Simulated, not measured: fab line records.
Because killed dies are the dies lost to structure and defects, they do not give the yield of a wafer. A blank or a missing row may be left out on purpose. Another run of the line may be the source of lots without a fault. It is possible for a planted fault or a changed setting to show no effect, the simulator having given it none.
Which tool was responsible?	flow sky130	15 lots, 45 wafers sampled, at 4 steps of a route of 708

## WHAT THE GAUGES READ, wafer by wafer
The record lacks any reading of a measuring or inspecting step that a usual standard deviation could be used to judge.

## WHICH TOOL RAN EACH LOT (tool, then ch and the chambers of the sampled wafers, then the start)
lot	SKY_VT_ADJUST_HVTR_STRIP_10	SKY_LDD_N_DEVELOP_06	SKY_SD_P_STRIP_10	SKY_LI_CONTACT_ETCH_15
L709	plasma-asher-02 ch 0,1, day 10 07:44	litho-track-02 ch 0, day 18 23:52	plasma-asher-02 ch 0,1, day 26 18:37	rie-diel-02 ch 0,3, day 30 09:35
L716	plasma-asher-03 ch 0,1, day 12 05:32	litho-track-04, day 21 04:01	plasma-asher-01 ch 0,1, day 28 19:32	rie-diel-02 ch 0,1,3, day 32 08:28
L717	plasma-asher-03 ch 0,1, day 12 12:19	litho-track-02, day 21 11:40	plasma-asher-01 ch 0,1, day 29 00:31	rie-diel-02 ch 2,3, day 32 12:20
L718	plasma-asher-02 ch 0,1, day 12 17:56	litho-track-02, day 21 21:55	plasma-asher-01 ch 0,1, day 29 11:44	rie-diel-03 ch 1,3, day 33 00:10
L720	plasma-asher-03 ch 0,1, day 13 09:01	litho-track-03 ch 0, day 22 11:44	plasma-asher-01 ch 0,1, day 30 01:10	rie-diel-02 ch 2,3, day 33 13:16
L721	plasma-asher-03 ch 0,1, day 13 19:08	litho-track-03 ch 0, day 23 05:10	plasma-asher-01 ch 0, day 30 16:29	rie-diel-01 ch 0,3, day 34 03:07
L722	plasma-asher-03 ch 0,1, day 13 23:25	litho-track-04 ch 0, day 23 09:12	plasma-asher-02 ch 0,1, day 30 18:37	rie-diel-03 ch 0,2,3, day 34 04:53
L723	plasma-asher-01 ch 0,1, day 14 17:17	litho-track-02 ch 0, day 24 03:31	plasma-asher-03 ch 0,1, day 31 12:34	rie-diel-03 ch 1,3, day 34 21:40
L724	plasma-asher-01 ch 1, day 14 20:02	litho-track-02 ch 0, day 24 05:01	plasma-asher-01 ch 0, day 31 15:34	rie-diel-02 ch 1,2,3, day 35 03:01
L726	plasma-asher-03 ch 0,1, day 15 03:59	litho-track-03 ch 0, day 24 10:59	plasma-asher-01 ch 0,1, day 31 17:34	rie-diel-02 ch 0,1, day 35 04:10
L725	plasma-asher-03 ch 0,1, day 15 04:50	litho-track-02 ch 0, day 24 13:31	plasma-asher-01 ch 1, day 31 21:43	rie-diel-01 ch 0,2,3, day 35 07:52
L727	plasma-asher-01 ch 0,1, day 15 15:17	litho-track-02 ch 0, day 24 21:58	plasma-asher-01 ch 0,1, day 32 04:49	rie-diel-03 ch 0,2,3, day 35 14:17
L728	plasma-asher-03 ch 0,1, day 16 03:28	litho-track-04 ch 0, day 25 15:19	plasma-asher-01 ch 1, day 32 20:28	rie-diel-02 ch 2,3, day 36 06:10
L729	plasma-asher-02 ch 0,1, day 16 16:47	litho-track-02 ch 0, day 25 23:43	plasma-asher-02 ch 0,1, day 33 04:40	rie-diel-02 ch 1,2,3, day 36 13:44
L730	plasma-asher-02 ch 0,1, day 17 03:10	litho-track-02 ch 0, day 26 11:19	plasma-asher-01 ch 0,1, day 33 16:55	rie-diel-01 ch 0,2,3, day 37 00:43
- SKY_VT_ADJUST_HVTR_STRIP_10: strips in O2/N2.
- SKY_LDD_N_DEVELOP_06: develop time 60 s.
- SKY_SD_P_STRIP_10: strips in O2/N2.
- SKY_LI_CONTACT_ETCH_15: etches PSG in C4F8/O2/Ar, stops on Si, target depth 600 nm.

## WHAT THE TOOLS THEMSELVES READ (means of the sampled wafers that have a number; where no wafer has one, the mark that the record gives instead)
SKY_VT_ADJUST_HVTR_STRIP_10. Usual: drypump-motor-current-A 5.66 A, standard deviation 0.18; oes-product-au 0.715 a.u., standard deviation 0.0049; strip-time-to-endpoint-s 14.19 s, standard deviation 0.036.
lot	tool	drypump-motor-current-A (A)	oes-product-au (a.u.)	strip-time-to-endpoint-s (s)	flag
L709	plasma-asher-02	5.78	0.715	14.15	
L716	plasma-asher-03	5.56	0.713	14.19	
L717	plasma-asher-03	5.68	0.711	14.21	
L718	plasma-asher-02	5.78	0.714	14.18	
L720	plasma-asher-03	5.54	0.717	14.18	
L721	plasma-asher-03	5.54	0.717	14.16	
L722	plasma-asher-03	5.55	0.715	14.18	
L723	plasma-asher-01	5.66	0.721	14.15	
L724	plasma-asher-01	5.74	0.716	14.15	
L726	plasma-asher-03	5.54	0.716	14.22	
L725	plasma-asher-03	5.55	0.718	14.21	
L727	plasma-asher-01	5.66	0.710	14.22	
L728	plasma-asher-03	5.66	0.717	14.12	
L729	plasma-asher-02	5.80	0.714	14.20	
L730	plasma-asher-02	5.70	0.715	14.18	

SKY_LDD_N_DEVELOP_06. Usual: chill-plate-temp-C 23.01 C, standard deviation 0.11.
lot	tool	chill-plate-temp-C (C)	flag
L709	litho-track-02	23.03	
L716	litho-track-04	-	OFF
L717	litho-track-02	-	OFF
L718	litho-track-02	-	OFF
L720	litho-track-03	23.04	
L721	litho-track-03	23.02	
L722	litho-track-04	23.07	
L723	litho-track-02	23.07	
L724	litho-track-02	22.93	
L726	litho-track-03	22.99	
L725	litho-track-02	22.95	
L727	litho-track-02	23.02	
L728	litho-track-04	22.95	
L729	litho-track-02	22.97	
L730	litho-track-02	22.99	

SKY_SD_P_STRIP_10. Usual: drypump-motor-current-A 5.65 A, standard deviation 0.15; oes-product-au 0.618 a.u., standard deviation 0.0042; strip-time-to-endpoint-s 17.50 s, standard deviation 0.04.
lot	tool	drypump-motor-current-A (A)	oes-product-au (a.u.)	strip-time-to-endpoint-s (s)	flag
L709	plasma-asher-02	5.70	0.615	17.50	
L716	plasma-asher-01	5.57	0.616	17.46	
L717	plasma-asher-01	5.58	0.620	17.50	
L718	plasma-asher-01	5.65	0.618	17.53	
L720	plasma-asher-01	5.57	0.618	17.52	
L721	plasma-asher-01	5.49	0.618	17.47	
L722	plasma-asher-02	5.78	0.618	17.52	
L723	plasma-asher-03	5.52	0.616	17.54	
L724	plasma-asher-01	5.49	0.619	17.56	
L726	plasma-asher-01	5.59	0.616	17.45	
L725	plasma-asher-01	5.74	0.621	17.48	
L727	plasma-asher-01	5.58	0.616	17.44	
L728	plasma-asher-01	5.75	0.620	17.46	
L729	plasma-asher-02	5.78	0.618	17.48	
L730	plasma-asher-01	5.65	0.614	17.43	

SKY_LI_CONTACT_ETCH_15. Usual: oes-product-au 0.837 a.u., standard deviation 0.0044.
lot	tool	oes-product-au (a.u.)	flag
L709	rie-diel-02	0.840	
L716	rie-diel-02	0.837	
L717	rie-diel-02	0.835	
L718	rie-diel-03	0.839	
L720	rie-diel-02	0.836	
L721	rie-diel-01	0.835	
L722	rie-diel-03	0.838	
L723	rie-diel-03	0.841	
L724	rie-diel-02	0.835	
L726	rie-diel-02	0.836	
L725	rie-diel-01	0.840	
L727	rie-diel-03	0.843	
L728	rie-diel-02	0.835	
L729	rie-diel-02	0.835	
L730	rie-diel-01	0.835	

## THE ANSWER, worked out from the rows above alone
Rule: lot off if the mean of its wafers having a number is beyond 3 standard deviations from the usual mean. A lot without any number at a reading at which 4 lots or more have one is off too. Where the step has rows for the other lots, those lots are counted as sound. After the gauges, taken in route order, come the tools' own readings; for these a lot's mean is taken, as printed above. The first step at which some lot is off is used, and at that step the reading that is off furthest; a lot without a number counts as furthest.
Off: L716, L717, L718, at SKY_LDD_N_DEVELOP_06 (chill-plate-temp-C). Without a number there: L716, L717, L718.
A tool fits if, at that step or a process step before it, it ran every lot that is off, and no sound lot after the first of them. None of those tried fits.

## WHAT HAD BEEN PUT IN BY THE SIMULATOR
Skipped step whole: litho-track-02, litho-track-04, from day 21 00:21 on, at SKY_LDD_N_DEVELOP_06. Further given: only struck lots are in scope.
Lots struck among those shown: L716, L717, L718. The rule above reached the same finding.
